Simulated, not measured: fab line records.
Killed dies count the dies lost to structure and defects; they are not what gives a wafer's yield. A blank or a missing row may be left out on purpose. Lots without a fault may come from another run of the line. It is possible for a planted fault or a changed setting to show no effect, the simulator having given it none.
A struck lot beside a sound one -- flow sky130 -- 12 steps out of a route of 708
Sound: these wafers, L872.3, L872.4, L872.6. Wafers L874.2, L874.4, L874.5 were the ones struck. At the end, the cause is stated.
For every step that has rows: the tool of each side, followed by ch and its chambers, followed by its first start. Under that, the readings that differ: sound wafers -- struck wafers -- difference of the means -- sigmas: that difference in standard deviations of wafers without a fault.
alike: readings with means less than 2 such deviations apart, plus words and numbers identical on both sides. not compared: withheld readings, readings lacking a value on some wafer, bounds such as >300 that could conceal the same value, and numbers that have no deviation in the record and whose values overlap.
A row with sigmas, a row that says differs or no value, or rows on one side alone: a step with any of these is where the two part. When numbers do not overlap yet have no deviation, they are printed without sigmas and do not part them. A reading that every wafer of one side lacks parts them only if that side has two wafers or more.

SKY_FIELD_ISO_BOW_MEAS_00:
  sound: film_metro-04 at day 4 08:02; struck: film_metro-04 at day 4 18:01
  alike: INCOMING_BOW
then, 1 step without rows for these wafers: SKY_FIELD_ISO_OXIDATION_01 (stabilise 600 s, purge 300 s, target thk 12 nm).
SKY_FIELD_ISO_THK_MEAS_02:
  sound: film_metro-04 at day 4 10:22; struck: film_metro-04 at day 4 20:13
  alike: FIELD_ISO_OXIDATION_00_THK
then, 1 step without rows for these wafers: SKY_FIELD_ISO_CVD_03 (deposits Si3N4 from DCS/NH3, target thk 165 nm, time 2830 s).
SKY_FIELD_ISO_THK_MEAS_04:
  sound: film_metro-03 at day 4 12:55; struck: film_metro-03 at day 4 22:04
  alike: FIELD_ISO_CVD_03_THK
then, 5 steps without rows for these wafers: SKY_FIELD_ISO_DEHYDRATE_05 (time 60 s); SKY_FIELD_ISO_HMDS_06 (prime time 60 s); SKY_FIELD_ISO_COAT_07 (resist thk 60 nm); SKY_FIELD_ISO_COAT_08 (resist thk 450 nm); SKY_FIELD_ISO_SOFTBAKE_09 (time 90 s).
SKY_FIELD_ISO_EXPOSE_10: exposes mask FOM, target cd 150 nm.
  struck on krf_scanner-02, day 5 07:04; sound on krf_scanner-02 ch 0, day 4 21:52
  no value came back on the struck wafers for exposure_dose_mJ_cm2, focus_offset_nm (nm); on the sound wafers exposure_dose_mJ_cm2 reads 27.97 28.00 27.94
  alike: mask
after that, 1 step had no rows for these wafers: SKY_FIELD_ISO_PEB_11.

WHERE THEY PART
Only at SKY_FIELD_ISO_EXPOSE_10, within this record.

WHY: what the simulator had put in
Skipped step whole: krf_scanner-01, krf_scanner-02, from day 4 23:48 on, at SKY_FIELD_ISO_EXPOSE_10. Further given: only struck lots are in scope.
